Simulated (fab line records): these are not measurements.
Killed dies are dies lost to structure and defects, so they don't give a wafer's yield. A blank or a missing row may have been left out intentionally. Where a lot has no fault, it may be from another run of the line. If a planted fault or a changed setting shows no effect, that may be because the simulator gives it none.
A lot that was struck, set against a sound lot / flow sky130 / 32 out of 708 route steps
Sound: wafers L814.3, L814.4, L814.6. Struck: wafer L811.2. (L811.3, L811.4 of the same lot were not struck and are left out.) The cause comes at the end.
Per side, at each step with rows, come the tool, then ch with its chambers, and then its first start. Under that, the readings that differ: sound wafers / struck wafers / difference of the means / sigmas: that difference in standard deviations of wafers without a fault.
alike: readings whose means differ by less than 2 such deviations, and words and numbers that are the same on both sides. not compared: withheld readings, readings that some wafer has no value for, bounds like >300 that may hide the same value, and numbers for which the record gives no deviation and whose values overlap.
The two part at a step that has a row with sigmas, a row that says differs or no value, or rows on one side only. Non-overlapping numbers with no deviation appear without sigmas and do not part them. Lack of a reading on every wafer of one side parts them only where that side has two or more wafers.

first, 5 steps without rows for these wafers: SKY_VIA1_STRIP_17 (strips in post etch residue remover, time 1200 s); SKY_VIA1_CLEAN_18 (cleans in IPA, time 180 s); SKY_VIA1_CLEAN_19 (cleans in O3/DIW); SKY_VIA1_SPUTTER_20 (material TiN, target thk 20 nm, time 80 s); SKY_VIA1_CVD_21 (deposits W, target thk 270 nm, time 80.902 s).
SKY_VIA1_RS_MEAS_22: uses a four-point probe to measure.
  sound on filmMetro-03, day 38 02:34; struck on filmMetro-03, day 37 11:08
  alike: VIA1_W_RS
SKY_VIA1_THK_MEAS_23: measures by xrf.
  sound on filmMetro-03, day 38 02:40; struck on filmMetro-03, day 37 11:14
  alike: VIA1_W_THK
then, 1 step without rows for these wafers: SKY_VIA1_CMP_24 (polishes, stops on SiO2, t overpolish 15 s, target thk 0 nm).
SKY_METAL2_SPUTTER_00: material Ti, target thk 15 nm, time 10 s.
  sound on pvdSputter-01, day 38 03:01; struck on pvdSputter-04, day 37 11:35
  alike: cathodeDcPowerW, chamberPressurePa, throttleValvePct
then, 1 step without rows for these wafers: SKY_METAL2_SPUTTER_01 (material TiN, target thk 20 nm, time 16.7 s).
SKY_METAL2_SPUTTER_02: material AlCu, target thk 250 nm, time 13.3 s.
  sound on pvdSputter-01, day 38 03:04; struck on pvdSputter-04, day 37 11:38
  alike: cathodeDcPowerW, chamberPressurePa, throttleValvePct
SKY_METAL2_SPUTTER_03: material Ti, target thk 5 nm, time 3.3 s.
  sound on pvdSputter-01, day 38 03:05; struck on pvdSputter-04, day 37 11:40
  alike: cathodeDcPowerW, chamberPressurePa, throttleValvePct
SKY_METAL2_SPUTTER_04: material TiN, target thk 70 nm, time 58.3 s.
  sound on pvdSputter-01, day 38 03:06; struck on pvdSputter-04, day 37 11:41
reading=cathodeDcPowerW (W); sound=6496.6 6497.7 6498.9; struck=7538.5; difference=+1040.8; sigmas=+99 or more
reading=model.TiN_of_METAL2_SPUTTER_04.thkNm (nm); sound=71.96 72.35 72.09; struck=80.22; difference=+8.09; sigmas=
  alike: chamberPressurePa, throttleValvePct
SKY_METAL2_RS_MEAS_05: uses a four-point probe to measure.
  sound on filmMetro-04, day 38 03:11; struck on filmMetro-01, day 37 11:45
  alike: METAL2_ALCU_RS
SKY_METAL2_THK_MEAS_06: measures by xrf.
  sound on filmMetro-04, day 38 03:17; struck on filmMetro-01, day 37 11:52
  alike: METAL2_ALCU_THK
then, 8 steps without rows for these wafers: SKY_METAL2_DEHYDRATE_07 (time 60 s); SKY_METAL2_HMDS_08 (prime time 60 s); SKY_METAL2_COAT_09 (resist thk 60 nm); SKY_METAL2_COAT_10 (resist thk 450 nm); SKY_METAL2_SOFTBAKE_11 (time 90 s); SKY_METAL2_EXPOSE_12 (exposes mask MM2, target cd 140 nm); SKY_METAL2_PEB_13; SKY_METAL2_DEVELOP_14 (develop time 60 s).
SKY_METAL2_CD_MEAS_15: the cd target is 140 nm.
  sound on cdSem-01, day 39 04:55; struck on cdSem-02, day 38 13:01
  alike: cdNm
SKY_METAL2_OVL_MEAS_16:
  sound on overlay-02, day 39 05:01; struck on overlay-02, day 38 13:07
  alike: METAL2_OVL
then, 1 step without rows for these wafers: SKY_METAL2_DESCUM_17 (chemistry O2, time 8 s).
SKY_METAL2_ETCH_18: etches BARC in N2/H2, stops on SiO2, time 45.9 s, target depth 60 nm.
  sound on rieMetal-02 ch 0,1, day 39 05:05; struck on rieMetal-04 ch 0, day 38 13:10
reading=rfHoursCounterH (h); sound=- - -; struck=7; difference=no value on the sound wafers; sigmas=
  alike: drypumpMotorCurrentA, oesProductAu, rfFwdPowerW, throttleValvePct
SKY_METAL2_METAL_ETCH_19: etches the open film in Cl2/BCl3, stops on SiO2, target depth 360 nm, time 78 s.
  sound on rieMetal-02 ch 0,1, day 39 05:10; struck on rieMetal-04 ch 0, day 38 13:14
reading=rfHoursCounterH (h); sound=- - -; struck=7; difference=no value on the sound wafers; sigmas=
  alike: drypumpMotorCurrentA, oesProductAu, rfFwdPowerW, throttleValvePct
then, 1 step without rows for these wafers: SKY_METAL2_STRIP_20 (strips in O2/N2).
SKY_METAL2_STRIP_21: strips in post etch residue remover, time 1200 s.
  sound on wetBench-02 ch 2, day 39 05:19; struck on wetBench-03 ch 2, day 38 13:26
reading=model.TiN_of_METAL2_SPUTTER_04.thkNm (nm); sound=71.54 71.92 71.67; struck=79.8; difference=+8.1; sigmas=
  alike: tempC
then, 1 step without rows for these wafers: SKY_METAL2_CLEAN_22 (cleans in IPA, time 180 s).
-- the record jumps here: 10 days lie between the struck wafers' starts before and after (it left off in module METAL2 and takes up again in module PAD_OPEN, whose first step shown is number 708 of the route) --
SKY_PAD_OPEN_PROBE_99:
  sound on prober-01, day 48 22:33; struck on prober-02, day 48 12:13
reading=killedOnRim; sound=21 13 12; struck=23; difference=+8; sigmas=+2
  alike: defectLimitedYield, killed_at_M0_to_M3, killed_at_M4_up, killedAtContacts, killedAtFrontEnd, killedAtOther, killedDies, killedOpen, killedShort, sort_bin_3_pad_short, sort_bin_5_function, sort_bin_6_memory, sortNPass, sortYieldPct

== WHERE THEY PART ==
First at SKY_METAL2_SPUTTER_04; last, within this record, at SKY_PAD_OPEN_PROBE_99.

WHY: whatever the simulator had introduced
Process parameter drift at SKY_METAL2_SPUTTER_04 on pvdSputter-04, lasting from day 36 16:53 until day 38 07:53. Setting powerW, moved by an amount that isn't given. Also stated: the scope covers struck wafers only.
